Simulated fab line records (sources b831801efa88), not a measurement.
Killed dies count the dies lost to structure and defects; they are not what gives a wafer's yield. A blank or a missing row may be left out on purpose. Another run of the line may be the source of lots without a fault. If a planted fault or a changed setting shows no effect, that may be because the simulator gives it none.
Which tool did it? :: flow sky130 :: 36 wafers from 12 lots sampled at 5 of the route's 708 steps

== WHAT THE GAUGES READ, wafer by wafer ==
SKY_LDD_P_OVL_MEAS_08.
lot: L342
measured: day 19 02:04
on: overlay-01
LDD_P_OVL (nm): 0.2 0.2 0.5

lot: L344
measured: day 19 16:25
on: overlay-02
LDD_P_OVL (nm): 0.9 0.8 -0.1

lot: L345
measured: day 20 15:35
on: overlay-01
LDD_P_OVL (nm): 0.1 -0.9 1.8

lot: L346
measured: day 21 06:14
on: overlay-01
LDD_P_OVL (nm): 1.5 -0.6 1.1

lot: L349
measured: day 22 05:52
on: overlay-02
LDD_P_OVL (nm): 0.2 1.9 0.8

lot: L350
measured: day 22 17:16
on: overlay-02
LDD_P_OVL (nm): 0.6 0.0 2.0

lot: L351
measured: day 23 05:11
on: overlay-01
LDD_P_OVL (nm): 0.1 0.4 2.4

lot: L352
measured: day 23 06:11
on: overlay-02
LDD_P_OVL (nm): -0.3 -1.3 -0.2

lot: L356
measured: day 24 14:47
on: overlay-02
LDD_P_OVL (nm): -0.4 0.6 4.5

lot: L357
measured: day 24 16:40
on: overlay-01
LDD_P_OVL (nm): 1.1 0.2 1.4

lot: L364
measured: day 27 04:23
on: overlay-01
LDD_P_OVL (nm): 2.0 -0.6 1.6

lot: L365
measured: day 27 15:35
on: overlay-01
LDD_P_OVL (nm): -0.1 -1.5 2.2

SKY_LDD_P_TW_MEAS_11.
lot: L342
measured: day 19 02:22
on: film-metro-01
LDD_P_TW: 636 640 637

lot: L344
measured: day 19 16:41
on: film-metro-02
LDD_P_TW: 622 624 623

lot: L345
measured: day 20 15:53
on: film-metro-04
LDD_P_TW: 636 637 634

lot: L346
measured: day 21 06:31
on: film-metro-02
LDD_P_TW: 625 627 625

lot: L349
measured: day 22 06:09
on: film-metro-04
LDD_P_TW: 642 641 641

lot: L350
measured: day 22 17:32
on: film-metro-01
LDD_P_TW: 636 638 637

lot: L351
measured: day 23 05:28
on: film-metro-01
LDD_P_TW: 638 639 638

lot: L352
measured: day 23 06:28
on: film-metro-04
LDD_P_TW: 641 638 641

lot: L356
measured: day 24 15:04
on: film-metro-01
LDD_P_TW: 522 523 524

lot: L357
measured: day 24 16:58
on: film-metro-01
LDD_P_TW: 525 527 525

lot: L364
measured: day 27 04:41
on: film-metro-04
LDD_P_TW: 642 646 644

lot: L365
measured: day 27 15:53
on: film-metro-01
LDD_P_TW: 638 636 635

== WHICH TOOL RAN EACH LOT (tool, then ch and the chambers of the sampled wafers, then the start) ==
lot: L342
SKY_RES_PROTECT_STRIP_07: plasma-asher-02 ch 0,1, day 15 06:34
SKY_LDD_N_STRIP_16: plasma-asher-02 ch 0,1, day 17 20:55
SKY_LDD_P_IMPLANT_09: implanter-04 ch 0, day 19 02:08

lot: L344
SKY_RES_PROTECT_STRIP_07: plasma-asher-02 ch 0,1, day 15 17:59
SKY_LDD_N_STRIP_16: plasma-asher-01 ch 0,1, day 18 10:20
SKY_LDD_P_IMPLANT_09: implanter-01 ch 0, day 19 16:26

lot: L345
SKY_RES_PROTECT_STRIP_07: plasma-asher-02 ch 0, day 16 16:38
SKY_LDD_N_STRIP_16: plasma-asher-04 ch 0,1, day 19 07:49
SKY_LDD_P_IMPLANT_09: implanter-01 ch 0, day 20 15:38

lot: L346
SKY_RES_PROTECT_STRIP_07: plasma-asher-02 ch 0,1, day 17 06:50
SKY_LDD_N_STRIP_16: plasma-asher-01 ch 0,1, day 19 23:29
SKY_LDD_P_IMPLANT_09: implanter-01 ch 0, day 21 06:16

lot: L349
SKY_RES_PROTECT_STRIP_07: plasma-asher-03 ch 1, day 18 02:03
SKY_LDD_N_STRIP_16: plasma-asher-01 ch 1, day 20 22:47
SKY_LDD_P_IMPLANT_09: implanter-03 ch 0, day 22 05:55

lot: L350
SKY_RES_PROTECT_STRIP_07: plasma-asher-03 ch 0,1, day 18 12:29
SKY_LDD_N_STRIP_16: plasma-asher-02 ch 0,1, day 21 10:44
SKY_LDD_P_IMPLANT_09: implanter-01 ch 0, day 22 17:17

lot: L351
SKY_RES_PROTECT_STRIP_07: plasma-asher-02 ch 0, day 18 23:18
SKY_LDD_N_STRIP_16: plasma-asher-01 ch 0,1, day 21 22:13
SKY_LDD_P_IMPLANT_09: implanter-01 ch 0, day 23 05:13

lot: L352
SKY_RES_PROTECT_STRIP_07: plasma-asher-03 ch 0,1, day 18 23:36
SKY_LDD_N_STRIP_16: plasma-asher-02 ch 0,1, day 21 22:38
SKY_LDD_P_IMPLANT_09: implanter-01 ch 0, day 23 06:14

lot: L356
SKY_RES_PROTECT_STRIP_07: plasma-asher-03 ch 0,1, day 20 14:56
SKY_LDD_N_STRIP_16: plasma-asher-02 ch 0,1, day 23 07:53
SKY_LDD_P_IMPLANT_09: implanter-01 ch 0, day 24 14:49

lot: L357
SKY_RES_PROTECT_STRIP_07: plasma-asher-02 ch 0,1, day 20 16:47
SKY_LDD_N_STRIP_16: plasma-asher-02 ch 0, day 23 10:34
SKY_LDD_P_IMPLANT_09: implanter-01 ch 0, day 24 16:44

lot: L364
SKY_RES_PROTECT_STRIP_07: plasma-asher-02 ch 0,1, day 23 06:04
SKY_LDD_N_STRIP_16: plasma-asher-01 ch 0,1, day 25 23:13
SKY_LDD_P_IMPLANT_09: implanter-01 ch 0, day 27 04:28

lot: L365
SKY_RES_PROTECT_STRIP_07: plasma-asher-04 ch 0,1, day 23 16:55
SKY_LDD_N_STRIP_16: plasma-asher-02 ch 0,1, day 26 10:29
SKY_LDD_P_IMPLANT_09: implanter-01 ch 0, day 27 15:41
- SKY_RES_PROTECT_STRIP_07: strips in O2/N2.
- SKY_LDD_N_STRIP_16: strips in O2/N2.
- SKY_LDD_P_IMPLANT_09

== WHAT THE TOOLS THEMSELVES READ (means of the sampled wafers that have a number; where no wafer has one, the mark that the record gives instead) ==
SKY_RES_PROTECT_STRIP_07.
lot: L342
tool: plasma-asher-02
drypump-motor-current-A (A): 6.1
oes-product-au (a.u.): 0.520
strip-time-to-endpoint-s (s): 23.28

lot: L344
tool: plasma-asher-02
drypump-motor-current-A (A): 6.0
oes-product-au (a.u.): 0.519
strip-time-to-endpoint-s (s): 23.28

lot: L345
tool: plasma-asher-02
drypump-motor-current-A (A): 6.0
oes-product-au (a.u.): 0.517
strip-time-to-endpoint-s (s): 23.34

lot: L346
tool: plasma-asher-02
drypump-motor-current-A (A): 6.1
oes-product-au (a.u.): 0.517
strip-time-to-endpoint-s (s): 23.31

lot: L349
tool: plasma-asher-03
drypump-motor-current-A (A): 5.5
oes-product-au (a.u.): 0.517
strip-time-to-endpoint-s (s): 23.30

lot: L350
tool: plasma-asher-03
drypump-motor-current-A (A): 5.3
oes-product-au (a.u.): 0.518
strip-time-to-endpoint-s (s): 23.27

lot: L351
tool: plasma-asher-02
drypump-motor-current-A (A): 6.0
oes-product-au (a.u.): 0.520
strip-time-to-endpoint-s (s): 23.28

lot: L352
tool: plasma-asher-03
drypump-motor-current-A (A): 5.0
oes-product-au (a.u.): 0.519
strip-time-to-endpoint-s (s): 23.25

lot: L356
tool: plasma-asher-03
drypump-motor-current-A (A): 5.0
oes-product-au (a.u.): 0.521
strip-time-to-endpoint-s (s): 23.36

lot: L357
tool: plasma-asher-02
drypump-motor-current-A (A): 6.0
oes-product-au (a.u.): 0.523
strip-time-to-endpoint-s (s): 23.33

lot: L364
tool: plasma-asher-02
drypump-motor-current-A (A): 6.1
oes-product-au (a.u.): 0.519
strip-time-to-endpoint-s (s): 23.30

lot: L365
tool: plasma-asher-04
drypump-motor-current-A (A): 5.5
oes-product-au (a.u.): 0.516
strip-time-to-endpoint-s (s): 23.23

SKY_LDD_N_STRIP_16.
lot: L342
tool: plasma-asher-02
drypump-motor-current-A (A): 6.0
oes-product-au (a.u.): 0.408
strip-time-to-endpoint-s (s): 4.324

lot: L344
tool: plasma-asher-01
drypump-motor-current-A (A): 5.3
oes-product-au (a.u.): 0.401
strip-time-to-endpoint-s (s): 4.321

lot: L345
tool: plasma-asher-04
drypump-motor-current-A (A): 5.5
oes-product-au (a.u.): 0.409
strip-time-to-endpoint-s (s): 4.310

lot: L346
tool: plasma-asher-01
drypump-motor-current-A (A): 5.4
oes-product-au (a.u.): 0.407
strip-time-to-endpoint-s (s): 4.303

lot: L349
tool: plasma-asher-01
drypump-motor-current-A (A): 5.2
oes-product-au (a.u.): 0.404
strip-time-to-endpoint-s (s): 4.310

lot: L350
tool: plasma-asher-02
drypump-motor-current-A (A): 6.0
oes-product-au (a.u.): 0.407
strip-time-to-endpoint-s (s): 4.326

lot: L351
tool: plasma-asher-01
drypump-motor-current-A (A): 5.3
oes-product-au (a.u.): 0.407
strip-time-to-endpoint-s (s): 4.316

lot: L352
tool: plasma-asher-02
drypump-motor-current-A (A): 6.0
oes-product-au (a.u.): 0.409
strip-time-to-endpoint-s (s): 4.317

lot: L356
tool: plasma-asher-02
drypump-motor-current-A (A): 6.1
oes-product-au (a.u.): 0.408
strip-time-to-endpoint-s (s): 4.321

lot: L357
tool: plasma-asher-02
drypump-motor-current-A (A): 6.0
oes-product-au (a.u.): 0.409
strip-time-to-endpoint-s (s): 4.312

lot: L364
tool: plasma-asher-01
drypump-motor-current-A (A): 5.3
oes-product-au (a.u.): 0.407
strip-time-to-endpoint-s (s): 4.342

lot: L365
tool: plasma-asher-02
drypump-motor-current-A (A): 6.1
oes-product-au (a.u.): 0.408
strip-time-to-endpoint-s (s): 4.319

SKY_LDD_P_IMPLANT_09.
lot: L342
tool: implanter-04
dose-ions-cm2: 9.986e+12
end-station-pressure-torr (Torr): 5.09e-06
faraday-current-uA: 56.4

lot: L344
tool: implanter-01
dose-ions-cm2: 1.001e+13
end-station-pressure-torr (Torr): 5.27e-06
faraday-current-uA: 55.8

lot: L345
tool: implanter-01
dose-ions-cm2: 1.000e+13
end-station-pressure-torr (Torr): 5.06e-06
faraday-current-uA: 57.3

lot: L346
tool: implanter-01
dose-ions-cm2: 9.990e+12
end-station-pressure-torr (Torr): 5.00e-06
faraday-current-uA: 56.5

lot: L349
tool: implanter-03
dose-ions-cm2: 9.986e+12
end-station-pressure-torr (Torr): 5.35e-06
faraday-current-uA: 56.9

lot: L350
tool: implanter-01
dose-ions-cm2: 1.000e+13
end-station-pressure-torr (Torr): 5.06e-06
faraday-current-uA: 57.1

lot: L351
tool: implanter-01
dose-ions-cm2: 1.001e+13
end-station-pressure-torr (Torr): 5.09e-06
faraday-current-uA: 56.7

lot: L352
tool: implanter-01
dose-ions-cm2: 9.997e+12
end-station-pressure-torr (Torr): 5.15e-06
faraday-current-uA: 57.0

lot: L356
tool: implanter-01
dose-ions-cm2: 5.446e+12
end-station-pressure-torr (Torr): 4.98e-06
faraday-current-uA: 31.3

lot: L357
tool: implanter-01
dose-ions-cm2: 5.453e+12
end-station-pressure-torr (Torr): 4.96e-06
faraday-current-uA: 30.4

lot: L364
tool: implanter-01
dose-ions-cm2: 9.986e+12
end-station-pressure-torr (Torr): 4.95e-06
faraday-current-uA: 57.0

lot: L365
tool: implanter-01
dose-ions-cm2: 9.998e+12
end-station-pressure-torr (Torr): 4.94e-06
faraday-current-uA: 56.2

== THE ANSWER, worked out from the rows above alone ==
Rule: usual is defined by the lots themselves. The widest of any qualifying gaps counts: lots, ordered by their means at a reading, are off when they make up no more than a third of the lots, leave a main group of 4 or more, and stand apart from it by 3 or more times the standard deviation of that group's means. A main group whose means are all the same, to the digits that the tables above print for the reading, isn't used. Also off: a lot with no number at a reading for which 4 or more lots have one. Where the step has rows for the other lots, those lots are counted as sound. After the gauges, taken in route order, come the tools' own readings; for these a lot's mean is taken, as printed above. At the first step where some lot is off, the reading lying furthest off is the one used; lots without a number count as furthest.
Off: at SKY_LDD_P_TW_MEAS_11 (LDD_P_TW), L356, L357. The main group has a mean of 636 with a standard deviation of 6.3.
A tool fits if, at a process step before that reading, it ran every lot that is off, and no sound lot after the first of them. The gauges at SKY_LDD_P_TW_MEAS_11 aren't tried: what is off there is off at SKY_LDD_P_IMPLANT_09 too, on other tools, and a gauge's error can't cause that. Not one of the candidates tried fits.

== WHAT THE SIMULATOR PUT IN ==
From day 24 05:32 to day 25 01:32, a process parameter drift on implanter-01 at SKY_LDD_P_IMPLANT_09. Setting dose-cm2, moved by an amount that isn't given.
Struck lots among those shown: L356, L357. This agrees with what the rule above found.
